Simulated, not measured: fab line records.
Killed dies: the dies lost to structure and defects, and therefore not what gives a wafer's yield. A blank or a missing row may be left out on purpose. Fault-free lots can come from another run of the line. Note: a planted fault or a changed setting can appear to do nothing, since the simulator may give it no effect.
A struck lot beside a sound one :: flow sky130 :: 42 out of 708 route steps
Sound: the wafers L437.1, L437.4, L437.5. The struck wafers were L445.2, L445.5, L445.6. At the end, the cause is stated.
Per side, at each step with rows, come the tool, then ch with its chambers, and then its first start. Under that, the readings that differ: sound wafers :: struck wafers :: difference of the means :: sigmas: that difference in standard deviations of wafers without a fault.
alike: a reading whose means differ by less than 2 such deviations, as well as words and numbers matching on both sides. not compared: withheld readings; readings where some wafer has no value; bounds like >300 that might hide an equal value; numbers whose values overlap and for which the record gives no deviation.
The two part at a step that has a row with sigmas, a row that says differs or no value, or rows on one side only. Numbers that don't overlap but have no deviation are shown without sigmas and don't part them. A reading that every wafer of one side lacks parts them only if that side has two wafers or more.

first, 5 steps without rows for these wafers: SKY_GATE_OXIDE_COAT_05 (resist thk 1140 nm); SKY_GATE_OXIDE_SOFTBAKE_06 (time 60 s); SKY_GATE_OXIDE_EXPOSE_07 (exposes mask LVOM, target cd 600 nm); SKY_GATE_OXIDE_PEB_08; SKY_GATE_OXIDE_DEVELOP_09 (develop time 60 s).
SKY_GATE_OXIDE_OVL_MEAS_10:
  sound on overlay-02 at day 15 07:29; struck on overlay-02 at day 18 08:34
  alike: GATE_OXIDE_OVL
then, 2 steps without rows for these wafers: SKY_GATE_OXIDE_IMPLANT_11; SKY_GATE_OXIDE_WET_ETCH_12 (etches SiO2 in dHF, target depth 16.8 nm, time 336 s).
SKY_GATE_OXIDE_STRIP_13: strips in O2/N2.
  sound on plasma-asher-03 ch 0,1, day 15 07:47; struck on plasma-asher-02 ch 0,1, day 18 08:51
  alike: drypump-motor-current-A, oes-product-au, strip-time-to-endpoint-s
  not compared: rf-hours-counter-h
SKY_GATE_OXIDE_TW_MEAS_14:
  sound on film-metro-01 at day 15 07:53; struck on film-metro-02 at day 18 08:58
  alike: GATE_OXIDE_TW
then, 2 steps without rows for these wafers: SKY_GATE_OXIDE_CLEAN_15 (cleans in SC1/SC2, time 150 s); SKY_GATE_OXIDE_OXIDATION_16 (stabilise 600 s, purge 300 s, target thk 3.57 nm).
SKY_POLY_GATE_CVD_00: deposits poly-Si, target thk 180 nm, time 720 s.
  sound on lpcvd-01 ch 0, day 15 09:35; struck on lpcvd-01 ch 0, day 18 10:59
reading: spike-tc-centre-C (C)
sound: 621.8 622.7 623.7
struck: 630.2 629.3 631.3
difference: +7.5
sigmas: +6

reading: spike-tc-top-C (C)
sound: 634.6 635.7 634.4
struck: 645.4 646.1 646.9
difference: +11.2
sigmas: +10

reading: spike-tc-upper-C (C)
sound: 620.2 620.4 620.9
struck: 556.5 557.3 557.1
difference: -63.5
sigmas: -67

reading: zone-power-centre-pct (%)
sound: 7.6 7.6 7.6
struck: 11.9 12.0 12.1
difference: +4.4
sigmas: +4

reading: zone-power-upper-pct (%)
sound: 7.36 7.36 7.29
struck: 0.01 0.01 0.01
difference: -7.33
sigmas: -39

reading: model.poly-Si_of_POLY_GATE_CVD_00.thk-nm (nm)
sound: 179.9 179.2 182
struck: 176.1 174.3 167
difference: -7.9
sigmas: 
  alike: spike-tc-lower-C
SKY_POLY_GATE_THK_MEAS_01:
  sound on film-metro-02 at day 15 10:47; struck on film-metro-01 at day 18 12:11
reading: POLY_GATE_CVD_00_THK (nm)
sound: 179.8 179.1 182.2
struck: 176.0 174.3 166.9
difference: -8.0
sigmas: -5
then, 8 steps without rows for these wafers: SKY_RES_PROTECT_DEHYDRATE_00 (time 60 s); SKY_RES_PROTECT_HMDS_01 (prime time 60 s); SKY_RES_PROTECT_COAT_02 (resist thk 1140 nm); SKY_RES_PROTECT_SOFTBAKE_03 (time 60 s); SKY_RES_PROTECT_EXPOSE_04 (exposes mask RPM, target cd 1270 nm); SKY_RES_PROTECT_PEB_05; SKY_RES_PROTECT_DEVELOP_06 (develop time 60 s); SKY_POLY_GATE_IMPLANT_02.
SKY_RES_PROTECT_STRIP_07: strips in O2/N2.
  sound on plasma-asher-01 ch 0, day 16 15:05; struck on plasma-asher-03 ch 0,1, day 19 18:17
reading: drypump-motor-current-A (A)
sound: 6.6 6.6 6.6
struck: 5.8 4.9 5.7
difference: -1.1
sigmas: -2
  alike: oes-product-au, strip-time-to-endpoint-s
  not compared: rf-hours-counter-h
SKY_RES_PROTECT_TW_MEAS_08:
  sound on film-metro-04 at day 16 15:11; struck on film-metro-04 at day 19 18:24
  alike: POLY_GATE_TW
SKY_RES_PROTECT_CLEAN_09: cleans in SC1/SC2, time 150 s.
  sound on wet-bench-04 ch 3, day 16 15:15; struck on wet-bench-03 ch 1, day 19 18:27
reading: model.poly-Si_of_POLY_GATE_CVD_00.thk-nm (nm)
sound: 179.2 178.5 181.4
struck: 175.4 173.7 166.4
difference: -7.9
sigmas: 
  alike: bath-guard-temp-C
then, 1 step without rows for these wafers: SKY_POLY_GATE_CVD_03 (deposits Si3N4 from DCS/NH3, target thk 75 nm, time 1290 s).
SKY_POLY_GATE_THK_MEAS_04:
  sound on film-metro-01 at day 16 16:40; struck on film-metro-04 at day 19 19:52
  alike: POLY_GATE_CVD_03_THK
then, 8 steps without rows for these wafers: SKY_POLY_GATE_DEHYDRATE_05 (time 60 s); SKY_POLY_GATE_HMDS_06 (prime time 60 s); SKY_POLY_GATE_COAT_07 (resist thk 110 nm); SKY_POLY_GATE_COAT_08 (resist thk 450 nm); SKY_POLY_GATE_SOFTBAKE_09 (time 90 s); SKY_POLY_GATE_EXPOSE_10 (exposes mask P1M, target cd 150 nm); SKY_POLY_GATE_PEB_11; SKY_POLY_GATE_DEVELOP_12 (develop time 60 s).
SKY_POLY_GATE_CD_MEAS_13: the cd target is 150 nm.
  sound on cd-sem-02 at day 17 21:49; struck on cd-sem-02 at day 21 02:43
  alike: cd-nm
SKY_POLY_GATE_OVL_MEAS_14:
  sound on overlay-01 at day 17 21:56; struck on overlay-02 at day 21 02:49
  alike: POLY_GATE_OVL
SKY_POLY_GATE_ETCH_15: etches BARC in N2/H2, stops on SiO2, time 118.5 s, target depth 110 nm.
  sound on rie-diel-02 ch 0,2, day 17 21:59; struck on rie-diel-04 ch 0,1,3, day 21 02:51
  alike: drypump-motor-current-A, oes-product-au, throttle-valve-pct
  not compared: rf-hours-counter-h
SKY_POLY_GATE_ETCH_16: etches Si3N4 in CH3F/O2, stops on poly-Si, time 147.5 s, target depth 75 nm.
  sound on rie-diel-02 ch 0,2, day 17 22:04; struck on rie-diel-04 ch 0,1,3, day 21 02:56
  alike: drypump-motor-current-A, oes-product-au, throttle-valve-pct
  not compared: rf-hours-counter-h
SKY_POLY_GATE_ETCH_17: etches poly-Si in HBr/Cl2, stops on SiO2, target depth 180 nm, time 70.5 s.
  sound on rie-si-02 ch 0,1,2, day 17 22:10; struck on rie-si-02 ch 1,2,3, day 21 03:02
reading: oes-product-au (a.u.)
sound: 0.979 0.983 0.992
struck: 0.975 0.972 0.940
difference: -0.022
sigmas: -3

reading: model.etch.depth-nm (nm)
sound: 176.5 178.5 179.4
struck: 175.4 173.7 166.4
difference: -6.3
sigmas: 

reading: model.POLY_GATE.feature-depth-nm (nm)
sound: 176.5 178.5 179.4
struck: 175.4 173.7 166.4
difference: -6.3
sigmas: 
  alike: HBr_flow_sccm, drypump-motor-current-A, mfc-cl2-sccm, throttle-valve-pct
  not compared: rf-hours-counter-h
SKY_POLY_GATE_STRIP_18: strips in O2/N2.
  sound on plasma-asher-02 ch 0,1, day 17 22:13; struck on plasma-asher-02 ch 0,1, day 21 03:05
  alike: drypump-motor-current-A, oes-product-au, strip-time-to-endpoint-s
  not compared: rf-hours-counter-h
-- the record jumps here: 28 days lie between the struck wafers' starts before and after (it left off in module POLY_GATE and takes up again in module PAD_OPEN, whose first step shown is number 708 of the route) --
SKY_PAD_OPEN_PROBE_99:
  sound on prober-02 at day 46 20:00; struck on prober-02 at day 48 18:19
reading: model.etest.res-poly.rs-ohm-sq
sound: 46.83 47.11 46.46
struck: 48.27 49.19 51.39
difference: +2.82
sigmas: 
  alike: killed_at_M0_to_M3, killed_at_M4_up, killed-at-contacts, killed-at-front-end, killed-at-other, killed-dies, killed-open, killed-short

== WHERE THEY PART ==
Earliest at SKY_POLY_GATE_CVD_00; latest, in this record, at SKY_POLY_GATE_ETCH_17. Later steps at which nothing parts them and some readings are alike: SKY_POLY_GATE_STRIP_18, SKY_PAD_OPEN_PROBE_99.

WHY: the cause the simulator had injected
lpcvd-01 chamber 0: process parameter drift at SKY_POLY_GATE_CVD_00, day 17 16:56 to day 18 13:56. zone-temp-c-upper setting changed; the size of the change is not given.
